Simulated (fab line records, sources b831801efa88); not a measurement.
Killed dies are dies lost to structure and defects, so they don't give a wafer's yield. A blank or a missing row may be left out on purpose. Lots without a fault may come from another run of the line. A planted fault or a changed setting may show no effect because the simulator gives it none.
Which tool did it? | flow gf180mcu | 6 lots, 18 wafers sampled, at 3 steps of a route of 602

WHAT THE GAUGES READ, wafer by wafer
GF_V5_CD_MEAS_14: target cd 260 nm.
lot  | measured     | on        | cd_nm (nm)
L288 | day 27 17:06 | cd_sem-02 | 259.6 260.5 260.2
L290 | day 28 08:19 | cd_sem-02 | 261.5 263.2 260.9
L293 | day 29 11:52 | cd_sem-02 | 259.5 259.7 259.9
L298 | day 31 09:52 | cd_sem-01 | 261.1 262.0 261.8
L301 | day 31 22:24 | cd_sem-02 | 260.1 260.9 260.3
L307 | day 33 00:13 | cd_sem-01 | 258.6 258.8 257.7

WHICH TOOL RAN EACH LOT (tool, then ch and the chambers of the sampled wafers, then the start)
lot  | GF_M4_SPUTTER_03             | GF_V5_CMP_04
L288 | pvd_sputter-03, day 23 00:40 | cmp-02 ch 0,1, day 26 20:38
L290 | pvd_sputter-03, day 23 18:29 | cmp-01 ch 0,1,3, day 27 12:44
L293 | pvd_sputter-04, day 25 03:09 | cmp-01 ch 0,2,3, day 28 16:50
L298 | pvd_sputter-03, day 27 04:59 | cmp-02 ch 0,1,2, day 30 15:41
L301 | pvd_sputter-03, day 27 21:19 | cmp-01 ch 0,1,2, day 31 04:41
L307 | pvd_sputter-03, day 29 02:40 | cmp-01 ch 0,1, day 32 07:22
- GF_M4_SPUTTER_03: material Ti, target thk 10 nm, time 6.7 s.
- GF_V5_CMP_04: polishes SiO2.

THE ANSWER, worked out from the rows above alone
Rule: what is usual is taken from the lots themselves. Put in order of their means at a reading, lots are off if they are a third of the lots or fewer, leave a main group of 4 or more, and stand apart from it by a gap of 3 or more times the standard deviation of the main group's means; of several such gaps the widest counts. A main group whose means are all the same, to the digits that the tables above print for the reading, isn't used. A lot without any number at a reading at which 4 lots or more have one is off too. The other lots that the step has rows for count as sound.
No lot is off at any reading shown: from this, nothing can be told.

WHAT THE SIMULATOR HAD PUT IN
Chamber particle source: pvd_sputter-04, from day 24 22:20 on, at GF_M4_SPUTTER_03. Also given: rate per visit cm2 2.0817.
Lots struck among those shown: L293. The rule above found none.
